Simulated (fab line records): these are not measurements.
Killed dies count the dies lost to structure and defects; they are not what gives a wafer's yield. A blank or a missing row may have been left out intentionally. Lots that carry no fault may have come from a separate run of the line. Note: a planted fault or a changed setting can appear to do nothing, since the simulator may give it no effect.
One fault through the eyes of 2 desks ; flow gf180mcu ; numbers are kept per desk, each desk with only its own; the story behind them comes last

## METROLOGY DESK
Lot by lot, what the gauges showed, no matter which tool ran the lot: averages of those sampled wafers that carry a number. Any lot whose mean is over 4 standard deviations away from the usual mean is out of limits and marked OUT; that distance is given in the brackets.
Columns: A = V5_W_RS at GF_V5_RS_MEAS_24, usual 0.328 ohm/sq; B = V5_W_THK at GF_V5_THK_MEAS_25, usual 356 nm; C = TOP_METAL_ALCU_RS at GF_TOP_METAL_RS_MEAS_05, usual 0.0327 ohm/sq; D = TOP_METAL_ALCU_THK at GF_TOP_METAL_THK_MEAS_06, usual 895 nm; E = cdNm at GF_TOP_METAL_CD_MEAS_14, usual 439.6 nm; F = TOP_METAL_OVL at GF_TOP_METAL_OVL_MEAS_15, usual -0.2 nm
lot;first seen here;A;B;C;D;E;F
L968;day 28 00:19;0.331;355;0.0330;886;438.3;0.3
L971;day 29 13:34;0.333;348;0.0326;905;442.8;0.6
L974;day 30 05:39;0.322;360;0.0325;900;438.1;-0.3
L981;day 31 23:57;0.333;350;0.0325;896;441.8;-1.6
L982;day 32 07:47;0.334;348;0.0326;892;438.5;-1.5
L984;day 32 23:26;0.335;348;0.0325;892;438.1;1.4
L989;day 34 08:43;0.324;364;0.0326;892;440.0;1.2
This desk found nothing out of limits on any of the 7 lots.

## TOOL OWNER'S DESK, pvdSputter-04
The tool's own readings at GF_TOP_METAL_SPUTTER_04 (material TiN, target thk 25 nm, time 20.8 s): means of the sampled wafers that have a number, for each lot that ran on this tool. Any lot whose mean is over 4 standard deviations away from the usual mean is out of limits and marked OUT; that distance is given in the brackets.
Columns: A = cathodeDcPowerW at GF_TOP_METAL_SPUTTER_04, usual 6499.8 W; B = throttleValvePct at GF_TOP_METAL_SPUTTER_04, usual 30.2 %
lot;first seen here;A;B
L968;day 28 00:59;6499.8;29.1
L981;day 32 00:37;6791.3 (+99 or more) OUT;30.7
L982;day 32 08:26;7083.6 (+99 or more) OUT;31.8
L984;day 33 00:07;7083.3 (+99 or more) OUT;31.9
This desk finds L981, L982, L984 out of limits, L981 being first, at day 32 00:37 (cathodeDcPowerW at GF_TOP_METAL_SPUTTER_04). In limits: L968.

## PUT TOGETHER
On L981, L982, L984, at day 32 00:37, an alarm was possible from the tool owner's desk.
Nothing out of limits was seen by the metrology desk.
The metrology desk has L981, L982, L984 on record, within its limits.
All the named lots went through GF_TOP_METAL_SPUTTER_04 on pvdSputter-04.

## WHAT WAS PUT IN BY THE SIMULATOR
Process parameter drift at GF_TOP_METAL_SPUTTER_04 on pvdSputter-04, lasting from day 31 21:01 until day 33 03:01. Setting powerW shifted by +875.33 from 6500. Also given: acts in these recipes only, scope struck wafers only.
Struck lots among those shown: L981, L982, L984.
How many hours passed from the start of the fault until each desk's first out-of-limits reading: the tool owner's desk, 4.
